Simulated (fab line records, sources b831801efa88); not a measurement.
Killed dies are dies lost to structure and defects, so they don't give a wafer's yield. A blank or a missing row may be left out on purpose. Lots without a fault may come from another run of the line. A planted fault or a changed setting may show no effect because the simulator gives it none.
Chamber matching | flow gf180mcu | GF_V3_CMP_26 on cmp-02: 4 sister chambers
The step polishes, stops on SiO2, t overpolish 15 s, target thk 0 nm. 4 wafers are shown with their chamber, then 6 later ones without.

WAFERS WITH THEIR CHAMBER
wafer  | chamber | time_to_endpoint_s (s)
L265.2 | 3       | 85
L281.3 | 1       | 90
L281.4 | 2       | 78
L281.6 | 0       | 82

WAFERS WITHOUT THEIR CHAMBER
wafer  | time_to_endpoint_s (s)
L280.4 | 86
L280.5 | 79
L280.6 | 84
L275.1 | 87
L275.2 | 88
L275.6 | 83

WHICH CHAMBER EACH WENT THROUGH
wafer  | from the rows above     | in truth
L280.4 | 3                       | 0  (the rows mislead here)
L280.5 | can't be placed: 2 or 0 | 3
L280.6 | can't be placed: 3 or 0 | 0
L275.1 | can't be placed: 3 or 1 | 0
L275.2 | can't be placed: 1 or 3 | 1
L275.6 | can't be placed: 0 or 3 | 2
Placed correctly: 0 of 6. Can't be placed from these rows: 5 (the true chamber is among the candidates in 2). Placed wrongly: 1.
How it was worked out, from the rows above alone: a wafer's distance from a chamber is the root of the sum, over the readings, of the square of ((its reading less the chamber's mean) divided by the reading's scatter). The wafer belongs to the nearest chamber; if the next one is less than 2 further off, it can't be placed. A chamber's mean is the mean of its shown wafers. The scatter: with one shown wafer a chamber, the root of the mean of the squares of how far each hidden wafer lies from its nearest shown one.
